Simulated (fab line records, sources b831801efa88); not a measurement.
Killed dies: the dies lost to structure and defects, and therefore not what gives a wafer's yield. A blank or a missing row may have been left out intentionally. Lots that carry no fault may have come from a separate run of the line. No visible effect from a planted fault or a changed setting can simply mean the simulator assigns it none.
A lot that was struck, set against a sound lot    flow sky130    16 out of 708 route steps
Sound: these wafers, L159.2, L159.4, L159.5. The struck wafers were L162.1, L162.2, L162.4. Last of all comes the cause.
At each step with rows: each side's tool, then ch and its chambers, then its first start. Under that, the readings that differ: sound wafers    struck wafers    difference of the means    sigmas: that difference in standard deviations of wafers without a fault.
alike: a reading whose means differ by less than 2 such deviations, as well as words and numbers matching on both sides. not compared: withheld readings; readings where some wafer has no value; bounds like >300 that might hide an equal value; numbers whose values overlap and for which the record gives no deviation.
The two part at a step that has a row with sigmas, a row that says differs or no value, or rows on one side only. Numbers that have no deviation but don't overlap get no sigmas and don't part them. A reading that every wafer of one side lacks parts them only if that side has two wafers or more.

SKY_FIELD_ISO_THK_MEAS_04:
  sound on filmMetro-02, day 2 19:54; struck on filmMetro-02, day 3 13:31
  alike: FIELD_ISO_CVD_03_THK
then, 8 steps without rows for these wafers: SKY_FIELD_ISO_DEHYDRATE_05 (time 60 s); SKY_FIELD_ISO_HMDS_06 (prime time 60 s); SKY_FIELD_ISO_COAT_07 (resist thk 60 nm); SKY_FIELD_ISO_COAT_08 (resist thk 450 nm); SKY_FIELD_ISO_SOFTBAKE_09 (time 90 s); SKY_FIELD_ISO_EXPOSE_10 (exposes mask FOM, target cd 150 nm); SKY_FIELD_ISO_PEB_11; SKY_FIELD_ISO_DEVELOP_12 (develop time 60 s).
SKY_FIELD_ISO_CD_MEAS_13 targets a cd of 150 nm.
  sound on cdSem-01, day 3 11:34; struck on cdSem-02, day 4 05:45
  alike: cdNm
SKY_FIELD_ISO_ETCH_14: etches BARC in N2/H2, stops on SiO2, time 45.9 s, target depth 60 nm.
  sound on rieDiel-02 ch 0,1,2, day 3 11:40; struck on rieDiel-02 ch 0,2,3, day 4 05:52
  alike: biasW, drypumpMotorCurrentA, oesProductAu, throttleValvePct
  not compared: rfHoursCounterH
SKY_FIELD_ISO_ETCH_15: etches the open film in CHF3/O2, stops on Si, target depth 180 nm, time 72 s.
  sound on rieDiel-02 ch 0,1,2, day 3 11:42; struck on rieDiel-02 ch 0,2,3, day 4 05:55
reading               sound              struck             difference  sigmas
throttleValvePct (%)  8.847 8.842 8.837  8.857 8.874 8.856  +0.020      +2
  alike: biasW, drypumpMotorCurrentA, oesProductAu
  not compared: rfHoursCounterH
SKY_FIELD_ISO_STRIP_16: strips in O2/N2.
  sound on plasmaAsher-02 ch 0,1, day 3 11:46; struck on plasmaAsher-02 ch 0,1, day 4 05:58
  no value came back on the struck wafers for chamberPressureMTorr (mTorr), drypumpMotorCurrentA (A), oesProductAu (a.u.), stripTimeToEndpointS (s); on the sound wafers chamberPressureMTorr (mTorr) reads 1499.9 1499.4 1500.4
reading                                          sound  struck             difference  sigmas
model.KrF-thick_of_FIELD_ISO_COAT_08.thkNm (nm)  0 0 0  238.3 241.2 238.3  +239.3      
  not compared: rfHoursCounterH
SKY_FIELD_ISO_ETCH_17: etches Si in HBr/Cl2/O2, target depth 342 nm, time 97.7 s.
  sound on rieSi-02 ch 1,3, day 3 11:52; struck on rieSi-02 ch 1,2,3, day 4 06:04
reading                                          sound  struck             difference  sigmas
model.KrF-thick_of_FIELD_ISO_COAT_08.thkNm (nm)  0 0 0  124.3 127.4 125.4  +125.7      
  alike: biasW, drypumpMotorCurrentA, oesProductAu, throttleValvePct
  not compared: rfHoursCounterH
then, 1 step without rows for these wafers: SKY_FIELD_ISO_WET_ETCH_18 (etches Si3N4 in H3PO4, target depth 25 nm, time 286 s).
-- a jump in the record: the struck wafers' starts before and after are 44 days apart (it breaks off in module FIELD_ISO and resumes in module PAD_OPEN, where the first step shown is number 708 of the route) --
SKY_PAD_OPEN_PROBE_99:
  only the struck wafers here have rows in the record (prober-02, day 47 22:49); the sound ones have none

## WHERE THEY PART
Earliest at SKY_FIELD_ISO_ETCH_15; latest, in this record, at SKY_PAD_OPEN_PROBE_99.

WHY: what the simulator had put in
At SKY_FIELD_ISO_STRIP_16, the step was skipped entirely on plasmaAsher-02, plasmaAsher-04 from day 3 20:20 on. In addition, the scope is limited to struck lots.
